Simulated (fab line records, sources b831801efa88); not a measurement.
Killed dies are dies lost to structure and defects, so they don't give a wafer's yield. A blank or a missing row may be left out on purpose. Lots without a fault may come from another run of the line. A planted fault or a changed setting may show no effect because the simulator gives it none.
A struck lot beside a sound one | flow sky130 | 24 steps out of a route of 708
Sound: wafers L545.1, L545.2, L545.3. Struck: wafers L556.3, L556.5, L556.6. The cause comes at the end.
At each step with rows: each side's tool, then ch and its chambers, then its first start. Under that, the readings that differ: sound wafers | struck wafers | difference of the means | sigmas: that difference in standard deviations of wafers without a fault.
alike: readings whose means differ by less than 2 such deviations, and words and numbers that are the same on both sides. not compared: withheld readings, readings that some wafer has no value for, bounds like >300 that may hide the same value, and numbers for which the record gives no deviation and whose values overlap.
The two part at a step that has a row with sigmas, a row that says differs or no value, or rows on one side only. Numbers that don't overlap but have no deviation are shown without sigmas and don't part them. A reading that every wafer of one side lacks parts them only if that side has two wafers or more.

first, 2 steps without rows for these wafers: SKY_POLY_GATE_CLEAN_19 (cleans in SC1/SC2, time 150 s); SKY_POLY_GATE_OXIDATION_20 (stabilise 600 s, purge 300 s, target thk 4 nm).
SKY_POLY_GATE_THK_MEAS_21:
  sound on film_metro-04, day 19 02:03; struck on film_metro-03, day 22 21:29
  alike: POLY_GATE_OXIDATION_THK
SKY_POLY_GATE_CD_MEAS_22:
  sound on cd_sem-02, day 19 02:07; struck on cd_sem-02, day 22 21:35
  alike: cd_nm
then, 7 steps without rows for these wafers: SKY_LDD_N_DEHYDRATE_00 (time 60 s); SKY_LDD_N_HMDS_01 (prime time 60 s); SKY_LDD_N_COAT_02 (resist thk 300 nm); SKY_LDD_N_SOFTBAKE_03 (time 60 s); SKY_LDD_N_EXPOSE_04 (exposes mask NTM, target cd 840 nm); SKY_LDD_N_PEB_05; SKY_LDD_N_DEVELOP_06 (develop time 60 s).
SKY_LDD_N_OVL_MEAS_07:
  sound on overlay-01, day 20 08:20; struck on overlay-02, day 24 03:25
  alike: LDD_N_OVL
SKY_LDD_N_IMPLANT_08:
  sound on implanter-01 ch 0, day 20 08:22; struck on implanter-03 ch 0, day 24 03:29
  reading            | sound                       | struck                        | difference | sigmas
  dose_ions_cm2      | 7.5e+13 7.496e+13 7.497e+13 | 4.781e+13 4.778e+13 4.769e+13 | -2.722e+13 | -99 or more
  faraday_current_uA | 426 444 409                 | 265 273 271                   | -157       | -18
  alike: rotation_deg
then, 7 steps without rows for these wafers: SKY_LDD_N_IMPLANT_09; SKY_LDD_N_IMPLANT_10; SKY_LDD_N_IMPLANT_11; SKY_LDD_N_IMPLANT_12; SKY_LDD_N_IMPLANT_13; SKY_LDD_N_IMPLANT_14; SKY_LDD_N_IMPLANT_15.
SKY_LDD_N_STRIP_16: strips in O2/N2.
  sound on plasma_asher-03 ch 0,1, day 20 09:34; struck on plasma_asher-01 ch 0,1, day 24 04:40
  reading                      | sound             | struck            | difference | sigmas
  strip_time_to_endpoint_s (s) | 4.303 4.293 4.294 | 4.247 4.257 4.241 | -0.048     | -4
  alike: drypump_motor_current_A, oes_product_au
  not compared: rf_hours_counter_h
SKY_LDD_N_TW_MEAS_17:
  sound on film_metro-04, day 20 09:40; struck on film_metro-02, day 24 04:46
  reading  | sound          | struck         | difference | sigmas
  LDD_N_TW | 2617 2606 2613 | 2538 2549 2566 | -61        | -4
then, 1 step without rows for these wafers: SKY_LDD_P_DEHYDRATE_00 (time 60 s).
-- the record jumps here: 26 days lie between the struck wafers' starts before and after (it left off in module LDD_P and takes up again in module PAD_OPEN, whose first step shown is number 708 of the route) --
SKY_PAD_OPEN_PROBE_99:
  sound on prober-02, day 47 11:58; struck on prober-02, day 49 21:23
  reading                     | sound             | struck            | difference | sigmas
  model.etest.tip_n.rs_ohm_sq | 438.4 433.6 434.4 | 467.7 474.9 469.7 | +35.3      |
  alike: killed_at_M0_to_M3, killed_at_M4_up, killed_at_contacts, killed_at_front_end, killed_at_other, killed_dies, killed_open, killed_short

WHERE THEY PART
First at SKY_LDD_N_IMPLANT_08; last, within this record, at SKY_LDD_N_TW_MEAS_17. Later steps at which nothing parts them and some readings are alike: SKY_PAD_OPEN_PROBE_99.

WHY: what the simulator had put in
Process parameter drift: implanter-03, from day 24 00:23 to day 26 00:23, at SKY_LDD_N_IMPLANT_08. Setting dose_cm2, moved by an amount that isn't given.
